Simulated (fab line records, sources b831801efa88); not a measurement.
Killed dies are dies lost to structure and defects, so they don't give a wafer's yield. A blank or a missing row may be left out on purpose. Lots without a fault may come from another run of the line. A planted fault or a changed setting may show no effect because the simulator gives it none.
Which tool did it? | flow gf180mcu | 24 lots, 72 wafers sampled, at 5 steps of a route of 602

WHAT THE GAUGES READ, wafer by wafer
GF_V3_BOW_MEAS_05. Usual: V3_BOW 115 um, standard deviation 8.6.
lot  | measured     | on            | V3_BOW (um) | flag
L074 | day 21 04:38 | film_metro-03 | 113 111 120 |
L075 | day 21 15:07 | film_metro-01 | 108 122 112 |
L076 | day 21 23:20 | film_metro-03 | 112 102 108 |
L077 | day 22 15:41 | film_metro-04 | 122 119 132 |
L078 | day 23 01:57 | film_metro-04 | 112 107 97  |
L079 | day 23 13:00 | film_metro-03 | 101 97 126  |
L080 | day 23 23:22 | film_metro-01 | 109 106 106 |
L081 | day 24 05:57 | film_metro-03 | 117 126 124 |
L082 | day 24 23:58 | film_metro-01 | 123 121 104 |
L083 | day 25 04:50 | film_metro-04 | 113 115 107 |
L084 | day 25 05:08 | film_metro-03 | 122 123 109 |
L085 | day 25 10:26 | film_metro-01 | 119 113 113 |
L086 | day 25 17:13 | film_metro-04 | 117 118 110 |
L087 | day 26 01:13 | film_metro-04 | 125 124 124 |
L088 | day 26 10:41 | film_metro-03 | 125 117 121 |
L089 | day 26 18:22 | film_metro-04 | 112 108 115 |
L090 | day 27 00:08 | film_metro-04 | 115 131 116 |
L091 | day 27 03:50 | film_metro-03 | 113 118 113 |
L092 | day 27 11:37 | film_metro-04 | 128 123 124 |
L093 | day 27 21:31 | film_metro-04 | 120 124 123 |
L094 | day 28 02:02 | film_metro-04 | 111 120 120 |
L095 | day 28 20:19 | film_metro-03 | 120 113 114 |
L096 | day 28 19:56 | film_metro-01 | 102 96 105  |
L097 | day 28 23:20 | film_metro-03 | 112 113 115 |

GF_V4_THK_MEAS_01. Usual: V4_CVD_00_THK 600 nm, standard deviation 5.6.
lot  | measured     | on            | V4_CVD_00_THK (nm) | flag
L074 | day 23 05:37 | film_metro-03 | 594 589 591        |
L075 | day 23 15:49 | film_metro-01 | 605 604 604        |
L076 | day 24 01:10 | film_metro-03 | 602 591 594        |
L077 | day 24 15:07 | film_metro-01 | 596 606 595        |
L078 | day 25 01:08 | film_metro-02 | 595 595 597        |
L079 | day 25 11:05 | film_metro-01 | 595 599 603        |
L080 | day 25 22:22 | film_metro-02 | 598 602 603        |
L081 | day 26 03:40 | film_metro-03 | 602 606 602        |
L082 | day 26 19:39 | film_metro-03 | 594 599 601        |
L083 | day 27 01:39 | film_metro-01 | 599 601 599        |
L084 | day 27 02:25 | film_metro-01 | 608 602 607        |
L085 | day 27 06:04 | film_metro-03 | 607 607 601        |
L086 | day 27 12:33 | film_metro-03 | 594 596 596        |
L087 | day 27 21:21 | film_metro-02 | 598 598 596        |
L088 | day 28 05:41 | film_metro-03 | 594 590 594        |
L089 | day 28 12:43 | film_metro-02 | 601 609 607        |
L090 | day 28 18:14 | film_metro-03 | 603 609 606        |
L091 | day 28 22:22 | film_metro-03 | 606 611 609        |
L092 | day 29 04:31 | film_metro-03 | 600 598 590        |
L093 | day 29 14:33 | film_metro-03 | 600 606 596        |
L094 | day 29 19:11 | film_metro-01 | 604 607 600        |
L095 | day 30 12:49 | film_metro-03 | 589 589 586        |
L096 | day 30 12:06 | film_metro-03 | 604 604 602        |
L097 | day 30 15:13 | film_metro-01 | 598 592 601        |

GF_V4_THK_MEAS_25: measures by xrf. Usual: V4_W_THK 347 nm, standard deviation 4.1.
lot  | measured     | on            | V4_W_THK (nm) | flag
L074 | day 24 05:56 | film_metro-01 | 342 344 345   |
L075 | day 24 15:47 | film_metro-02 | 351 348 353   |
L076 | day 25 00:57 | film_metro-01 | 349 351 350   |
L077 | day 25 12:43 | film_metro-03 | 343 346 340   |
L078 | day 25 23:35 | film_metro-01 | 353 346 349   |
L079 | day 26 09:58 | film_metro-01 | 345 346 344   |
L080 | day 26 20:15 | film_metro-01 | 352 354 355   |
L081 | day 27 02:04 | film_metro-02 | 351 355 350   |
L082 | day 27 16:57 | film_metro-03 | 350 348 348   |
L083 | day 27 23:01 | film_metro-01 | 350 351 349   |
L084 | day 27 23:47 | film_metro-01 | 351 345 353   |
L085 | day 28 03:22 | film_metro-03 | 346 348 345   |
L086 | day 28 09:40 | film_metro-02 | 352 357 353   |
L087 | day 28 18:36 | film_metro-03 | 349 355 349   |
L088 | day 29 03:08 | film_metro-03 | 343 345 345   |
L089 | day 29 10:01 | film_metro-03 | 346 343 342   |
L090 | day 29 14:23 | film_metro-02 | 345 350 348   |
L091 | day 29 18:32 | film_metro-02 | 344 342 342   |
L092 | day 30 01:07 | film_metro-03 | 341 343 337   |
L093 | day 30 10:33 | film_metro-01 | 348 345 343   |
L094 | day 30 15:46 | film_metro-01 | 348 346 348   |
L095 | day 31 08:40 | film_metro-01 | 348 346 346   |
L096 | day 31 08:05 | film_metro-03 | 340 341 341   |
L097 | day 31 11:01 | film_metro-01 | 345 347 347   |

WHICH TOOL RAN EACH LOT (tool, then ch and the chambers of the sampled wafers, then the start)
lot  | GF_V1_STRIP_18                       | GF_V2_ETCH_16
L074 | plasma_asher-03 ch 0,1, day 17 21:33 | rie_diel-02 ch 2,3, day 20 01:31
L075 | plasma_asher-02 ch 0,1, day 18 07:35 | rie_diel-02 ch 0,1,2, day 20 11:49
L076 | plasma_asher-03 ch 0,1, day 18 17:49 | rie_diel-02 ch 1,2,3, day 20 21:16
L077 | plasma_asher-04 ch 0, day 19 08:44   | rie_diel-03 ch 0,1,2, day 21 12:54
L078 | plasma_asher-03 ch 0,1, day 19 18:41 | rie_diel-02 ch 0,3, day 21 21:15
L079 | plasma_asher-02 ch 0,1, day 20 09:47 | rie_diel-02 ch 0,1,2, day 22 11:43
L080 | plasma_asher-03 ch 0,1, day 20 18:51 | rie_diel-03 ch 0,1, day 22 21:33
L081 | plasma_asher-03 ch 0,1, day 21 02:38 | rie_diel-03 ch 1,3, day 23 03:55
L082 | plasma_asher-03 ch 0,1, day 21 19:42 | rie_diel-01 ch 1,2,3, day 23 21:32
L083 | plasma_asher-03 ch 0,1, day 22 02:21 | rie_diel-02 ch 0,1,2, day 24 02:43
L084 | plasma_asher-04 ch 0,1, day 22 03:06 | rie_diel-01 ch 2,3, day 24 03:44
L085 | plasma_asher-04 ch 0,1, day 22 10:15 | rie_diel-03 ch 1,2,3, day 24 10:51
L086 | plasma_asher-02 ch 0,1, day 22 16:20 | rie_diel-02 ch 2,3, day 24 16:25
L087 | plasma_asher-02 ch 0,1, day 23 01:21 | rie_diel-01 ch 0,1,2, day 25 01:19
L088 | plasma_asher-03 ch 0,1, day 23 13:18 | rie_diel-02 ch 1,2, day 25 11:04
L089 | plasma_asher-02 ch 0,1, day 23 18:48 | rie_diel-03 ch 0,1,3, day 25 16:13
L090 | plasma_asher-04 ch 1, day 24 01:36   | rie_diel-02 ch 0,3, day 26 00:34
L091 | plasma_asher-02 ch 0,1, day 24 06:36 | rie_diel-03 ch 0,1,3, day 26 04:16
L092 | plasma_asher-04 ch 0,1, day 24 15:35 | rie_diel-03 ch 0,2,3, day 26 12:24
L093 | plasma_asher-04 ch 1, day 25 01:06   | rie_diel-01 ch 1,2,3, day 26 21:58
L094 | plasma_asher-04 ch 0,1, day 25 05:19 | rie_diel-03 ch 1,2,3, day 27 02:43
L095 | plasma_asher-02 ch 1, day 26 02:11   | rie_diel-02 ch 0,2,3, day 27 21:33
L096 | plasma_asher-04 ch 0,1, day 26 02:21 | rie_diel-01 ch 0,2,3, day 27 21:40
L097 | plasma_asher-04 ch 0,1, day 26 06:02 | rie_diel-03 ch 0,3, day 28 01:06
- GF_V1_STRIP_18: strips in O2/N2.
- GF_V2_ETCH_16: etches BARC in N2/H2.

WHAT THE TOOLS THEMSELVES READ (means of the sampled wafers that have a number; where no wafer has one, the mark that the record gives instead)
GF_V1_STRIP_18. Usual: drypump_motor_current_A 6.0 A, standard deviation 0.35; heater_power_w 340 W, standard deviation 41; oes_product_au 0.592 a.u., standard deviation 0.005.
lot  | tool            | drypump_motor_current_A (A) | heater_power_w (W) | oes_product_au (a.u.) | flag
L074 | plasma_asher-03 | 6.0                         | 332                | 0.592                 |
L075 | plasma_asher-02 | 6.0                         | 381                | 0.600                 |
L076 | plasma_asher-03 | 6.0                         | 332                | 0.585                 |
L077 | plasma_asher-04 | 5.3                         | 313                | 0.593                 |
L078 | plasma_asher-03 | 6.0                         | 329                | 0.596                 |
L079 | plasma_asher-02 | 6.1                         | 395                | 0.593                 |
L080 | plasma_asher-03 | 6.0                         | 329                | 0.595                 |
L081 | plasma_asher-03 | 6.0                         | 349                | 0.593                 |
L082 | plasma_asher-03 | 6.0                         | 349                | 0.592                 |
L083 | plasma_asher-03 | 6.0                         | 328                | 0.595                 |
L084 | plasma_asher-04 | 6.0                         | 301                | 0.596                 |
L085 | plasma_asher-04 | 6.0                         | 296                | 0.590                 |
L086 | plasma_asher-02 | 6.0                         | 383                | 0.594                 |
L087 | plasma_asher-02 | 6.0                         | 380                | 0.591                 |
L088 | plasma_asher-03 | 6.1                         | 347                | 0.594                 |
L089 | plasma_asher-02 | 6.2                         | 398                | 0.590                 |
L090 | plasma_asher-04 | 6.4                         | 286                | 0.594                 |
L091 | plasma_asher-02 | 6.1                         | 400                | 0.592                 |
L092 | plasma_asher-04 | 6.1                         | 295                | 0.590                 |
L093 | plasma_asher-04 | 6.4                         | 286                | 0.586                 |
L094 | plasma_asher-04 | 5.7                         | 305                | 0.593                 |
L095 | plasma_asher-02 | 6.3                         | 409                | 0.592                 |
L096 | plasma_asher-04 | 6.0                         | 300                | 0.593                 |
L097 | plasma_asher-04 | 5.7                         | 306                | 0.594                 |

GF_V2_ETCH_16. Usual: drypump_motor_current_A 5.8 A, standard deviation 0.52; oes_product_au 0.855 a.u., standard deviation 0.0048; rf_fwd_power_W 495.3 W, standard deviation 2.3; throttle_valve_pct 13.224 %, standard deviation 0.0093.
lot  | tool        | drypump_motor_current_A (A) | oes_product_au (a.u.) | rf_fwd_power_W (W) | throttle_valve_pct (%) | flag
L074 | rie_diel-02 | 5.2                         | 0.849                 | 495.2              | 13.219                 |
L075 | rie_diel-02 | 5.7                         | 0.856                 | 493.1              | 13.228                 |
L076 | rie_diel-02 | 5.6                         | 0.860                 | 495.5              | 13.227                 |
L077 | rie_diel-03 | 6.1                         | 0.855                 | 494.9              | 13.221                 |
L078 | rie_diel-02 | 5.5                         | 0.854                 | 496.1              | 13.217                 |
L079 | rie_diel-02 | 5.7                         | 0.853                 | 494.6              | 13.217                 |
L080 | rie_diel-03 | 6.3                         | 0.855                 | 495.4              | 13.216                 |
L081 | rie_diel-03 | 6.5                         | 0.852                 | 497.2              | 13.229                 |
L082 | rie_diel-01 | 5.7                         | 0.854                 | 495.1              | 13.224                 |
L083 | rie_diel-02 | 5.7                         | 0.852                 | 493.3              | 13.227                 |
L084 | rie_diel-01 | 6.1                         | 0.858                 | 494.5              | 13.230                 |
L085 | rie_diel-03 | 6.3                         | 0.859                 | 494.7              | 13.231                 |
L086 | rie_diel-02 | 5.2                         | 0.851                 | 497.3              | 13.218                 |
L087 | rie_diel-01 | 5.8                         | 0.857                 | 495.3              | 13.218                 |
L088 | rie_diel-02 | 5.6                         | 0.858                 | 495.1              | 13.221                 |
L089 | rie_diel-03 | 6.1                         | 0.852                 | 496.7              | 13.223                 |
L090 | rie_diel-02 | 5.5                         | 0.859                 | 496.3              | 13.223                 |
L091 | rie_diel-03 | 6.1                         | 0.858                 | 496.9              | 13.219                 |
L092 | rie_diel-03 | 5.9                         | 0.861                 | 494.7              | 13.224                 |
L093 | rie_diel-01 | 5.7                         | 0.858                 | 495.6              | 13.226                 |
L094 | rie_diel-03 | 6.3                         | 0.847                 | 495.5              | 13.225                 |
L095 | rie_diel-02 | 5.4                         | 0.851                 | 496.1              | 13.228                 |
L096 | rie_diel-01 | 6.2                         | 0.854                 | 495.0              | 13.217                 |
L097 | rie_diel-03 | 5.6                         | 0.854                 | 497.2              | 13.232                 |

THE ANSWER, worked out from the rows above alone
Rule: a lot is off if the mean of its wafers that have a number lies more than 3 standard deviations from the usual mean. A lot without any number at a reading at which 4 lots or more have one is off too. The other lots that the step has rows for count as sound. The gauges are gone through in route order, then the tools' own readings, and for those a lot's mean is taken as printed above. The first step at which some lot is off is used, and at that step the reading that is off furthest; a lot without a number counts as furthest.
No lot is off at any reading shown: from this, nothing can be told.

WHAT THE SIMULATOR HAD PUT IN
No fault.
